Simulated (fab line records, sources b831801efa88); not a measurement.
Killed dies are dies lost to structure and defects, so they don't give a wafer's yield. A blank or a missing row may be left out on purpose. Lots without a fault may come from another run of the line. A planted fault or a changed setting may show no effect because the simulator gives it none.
A struck lot beside a sound one | flow sky130 | 17 steps out of a route of 708
Sound: wafers L261.1, L261.5, L261.6. Struck: wafers L275.1, L275.4, L275.6. The cause comes at the end.
At each step with rows: each side's tool, then ch and its chambers, then its first start. Under that, the readings that differ: sound wafers | struck wafers | difference of the means | sigmas: that difference in standard deviations of wafers without a fault.
alike: readings whose means differ by less than 2 such deviations, and words and numbers that are the same on both sides. not compared: withheld readings, readings that some wafer has no value for, bounds like >300 that may hide the same value, and numbers for which the record gives no deviation and whose values overlap.
The two part at a step that has a row with sigmas, a row that says differs or no value, or rows on one side only. Numbers that don't overlap but have no deviation are shown without sigmas and don't part them. A reading that every wafer of one side lacks parts them only if that side has two wafers or more.

first, 3 steps without rows for these wafers: SKY_VIA3_EXPOSE_09 (exposes mask VIM3, target cd 200 nm); SKY_VIA3_PEB_10; SKY_VIA3_DEVELOP_11 (develop time 60 s).
SKY_VIA3_CD_MEAS_12: target cd 200 nm.
  sound on cd_sem-01, day 41 05:56; struck on cd_sem-01, day 45 03:14
  alike: cd_nm
SKY_VIA3_OVL_MEAS_13:
  sound on overlay-01, day 41 06:03; struck on overlay-01, day 45 03:21
  alike: VIA3_OVL
SKY_VIA3_ETCH_14: etches BARC in N2/H2, stops on SiO2, time 45.9 s, target depth 60 nm.
  sound on rie_diel-04 ch 0,1,2, day 41 06:05; struck on rie_diel-04 ch 0,2,3, day 45 03:23
  alike: drypump_motor_current_A, oes_product_au, throttle_valve_pct
  not compared: rf_hours_counter_h
SKY_VIA3_ETCH_15: etches SiO2 in C4F8/O2/Ar, stops on TiN, target depth 507 nm, time 78 s.
  sound on rie_diel-04 ch 0,1,2, day 41 06:07; struck on rie_diel-04 ch 0,2,3, day 45 03:26
  alike: oes_product_au
  not compared: rf_hours_counter_h
SKY_VIA3_STRIP_16: strips in O2/N2.
  sound on plasma_asher-01 ch 0,1, day 41 06:11; struck on plasma_asher-04 ch 1, day 45 03:29
  alike: drypump_motor_current_A, oes_product_au, strip_time_to_endpoint_s
  not compared: rf_hours_counter_h
then, 3 steps without rows for these wafers: SKY_VIA3_STRIP_17 (strips in post etch residue remover, time 1200 s); SKY_VIA3_CLEAN_18 (cleans in IPA, time 180 s); SKY_VIA3_CLEAN_19 (cleans in O3/DIW).
SKY_VIA3_SPUTTER_20: material TiN, target thk 20 nm, time 80 s.
  sound on pvd_sputter-03, day 41 06:47; struck on pvd_sputter-04, day 45 04:07
  alike: throttle_valve_pct
SKY_VIA3_CVD_21: deposits W, target thk 390 nm, time 117.31 s.
  sound on cvd_w-02 ch 0,1, day 41 06:51; struck on cvd_w-01 ch 0,1, day 45 04:11
  reading                            | sound             | struck            | difference | sigmas
  chamber_pressure_Torr (Torr)       | 39.97 39.99 40.04 | 35.36 35.50 35.33 | -4.60      | -47
  heater_power_w (W)                 | 698 759 696       | 899 842 904       | +164       | +2
  model.W_of_VIA3_CVD_21.thk_nm (nm) | 404.1 392.4 402.6 | 369.5 365.6 362   | -34.0      |
  alike: susceptor_temp_C
SKY_VIA3_RS_MEAS_22: measures by four-point-probe.
  sound on film_metro-03, day 41 06:58; struck on film_metro-02, day 45 04:18
  reading            | sound             | struck            | difference | sigmas
  VIA3_W_RS (ohm/sq) | 0.284 0.292 0.285 | 0.311 0.313 0.318 | +0.027     | +7
SKY_VIA3_THK_MEAS_23: measures by xrf.
  sound on film_metro-03, day 41 07:05; struck on film_metro-02, day 45 04:25
  reading         | sound       | struck      | difference | sigmas
  VIA3_W_THK (nm) | 398 387 396 | 376 371 368 | -22        | -3
SKY_VIA3_CMP_24: polishes, stops on SiO2, t overpolish 20 s, target thk 0 nm.
  sound on cmp-01 ch 0,1, day 41 07:12; struck on cmp-02 ch 0,1,3, day 45 04:32
  alike: motor_current_A
-- the record jumps here: 5 days lie between the struck wafers' starts before and after (it left off in module VIA3 and takes up again in module PAD_OPEN, whose first step shown is number 708 of the route) --
SKY_PAD_OPEN_PROBE_99:
  sound on prober-01, day 47 04:23; struck on prober-02, day 50 05:45
  alike: defect_limited_yield, killed_at_M0_to_M3, killed_at_M4_up, killed_at_contacts, killed_at_front_end, killed_at_other, killed_dies, killed_on_rim, killed_open, killed_short, sort_bin_3_pad_short, sort_bin_5_function, sort_bin_6_memory, sort_n_pass, sort_yield_pct

WHERE THEY PART
First at SKY_VIA3_CVD_21; last, within this record, at SKY_VIA3_THK_MEAS_23. Later steps at which nothing parts them and some readings are alike: SKY_VIA3_CMP_24, SKY_PAD_OPEN_PROBE_99.

WHY: what the simulator had put in
Process parameter drift: cvd_w-01, from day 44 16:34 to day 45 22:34, at SKY_VIA3_CVD_21. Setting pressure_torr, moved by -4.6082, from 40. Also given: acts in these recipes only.
